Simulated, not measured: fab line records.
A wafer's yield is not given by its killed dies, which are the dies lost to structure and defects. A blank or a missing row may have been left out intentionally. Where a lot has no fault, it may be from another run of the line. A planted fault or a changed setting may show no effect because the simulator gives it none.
A single fault, viewed from 2 desks || flow sky130 || each desk holds nothing but its own numbers, with what lay behind them at the end

## FROM THE METROLOGY DESK
What the gauges read for every lot (on any tool): the sampled wafers with a number, averaged. A lot is out of limits, marked OUT, if its mean lies more than 4 standard deviations from the usual mean; the brackets give that distance.
Columns: A = VIA4_W_THK at SKY_VIA4_THK_MEAS_20, usual 512 nm
{"lot": "L645", "first seen here": "day 42 21:42", "A": 510}
{"lot": "L647", "first seen here": "day 43 11:19", "A": 522}
{"lot": "L648", "first seen here": "day 43 19:26", "A": 518}
{"lot": "L649", "first seen here": "day 44 09:22", "A": 507}
{"lot": "L650", "first seen here": "day 44 13:12", "A": 507}
{"lot": "L654", "first seen here": "day 45 17:11", "A": 509}
{"lot": "L658", "first seen here": "day 46 11:19", "A": 507}
{"lot": "L660", "first seen here": "day 47 07:40", "A": 504}
{"lot": "L663", "first seen here": "day 47 23:58", "A": 516}
{"lot": "L664", "first seen here": "day 48 01:34", "A": 516}
{"lot": "L667", "first seen here": "day 48 13:20", "A": 512}
{"lot": "L668", "first seen here": "day 48 21:06", "A": 514}
This desk's verdict: no lot among the 12 shows anything out of limits.

## FOR THE TOOL OWNER'S DESK: pvd sputter-01
The tool's own readings at SKY_VIA3_SPUTTER_20 (material TiN, target thk 20 nm, time 80 s): means of the sampled wafers that have a number, for each lot that ran on this tool. A lot is out of limits, marked OUT, if its mean lies more than 4 standard deviations from the usual mean; the brackets give that distance.
Columns: A = throttle valve pct at SKY_VIA3_SPUTTER_20, usual 30.1 %
{"lot": "L649", "first seen here": "day 41 06:28", "A": 30.3}
{"lot": "L650", "first seen here": "day 41 08:46", "A": 30.2}
{"lot": "L658", "first seen here": "day 43 14:23", "A": 30.7}
This desk's verdict: no lot among the 3 shows anything out of limits.

## PUT TOGETHER
At the metrology desk, nothing out of limits was observed.
The tool owner's desk saw nothing out of limits.

## WHAT WAS PUT IN BY THE SIMULATOR
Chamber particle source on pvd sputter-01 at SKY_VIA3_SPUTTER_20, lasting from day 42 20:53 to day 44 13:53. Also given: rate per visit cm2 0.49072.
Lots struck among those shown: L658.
